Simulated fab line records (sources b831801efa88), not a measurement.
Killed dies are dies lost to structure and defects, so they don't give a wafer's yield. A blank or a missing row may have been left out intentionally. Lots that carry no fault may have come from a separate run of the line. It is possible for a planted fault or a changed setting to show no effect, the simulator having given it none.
Chamber matching    flow sky130    SKY_VIA1_HDPCVD_00 on hdpcvd-01: 3 sister chambers
The step deposits SiO2, target thk 1030 nm, time 171.7 s. 6 wafers are shown with their chamber, then 7 later ones without.

## EACH WAFER AND ITS CHAMBER
wafer   chamber  runLengthS (s)
L376.2  2        199.2
L377.2  1        199.0
L377.3  0        200.2
L377.6  2        200.0
L390.1  1        199.1
L390.3  0        200.2

## WAFERS WITHOUT THEIR CHAMBER
wafer   runLengthS (s)
L390.6  199.4
L392.2  199.5
L392.4  199.8
L392.5  199.2
L393.1  199.2
L393.3  199.4
L393.6  199.8

## WHICH CHAMBER EACH ONE RAN IN
wafer   from the rows above           in truth
L390.6  can't be placed: 2 or 1 or 0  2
L392.2  can't be placed: 2 or 1 or 0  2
L392.4  can't be placed: 2 or 0 or 1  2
L392.5  can't be placed: 1 or 2       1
L393.1  can't be placed: 1 or 2       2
L393.3  can't be placed: 2 or 1 or 0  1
L393.6  can't be placed: 2 or 0 or 1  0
Correct placement for 0 of the 7. Unplaceable from these rows: 7, with the true chamber sitting among the candidates in 7. 0 placed wrongly.
How it was worked out, from the rows above alone: a wafer's distance from a chamber is the root of the sum, over the readings, of the square of ((its reading less the chamber's mean) divided by the reading's scatter). If the next closest chamber is less than 2 further off than the closest, the wafer can't be placed; otherwise it belongs to the closest. The mean given for a chamber averages the wafers shown for that chamber. The scatter is the square root of a quotient: the sum, over the shown wafers, of each reading's squared deviation from its chamber's mean, divided by wafers minus chambers.
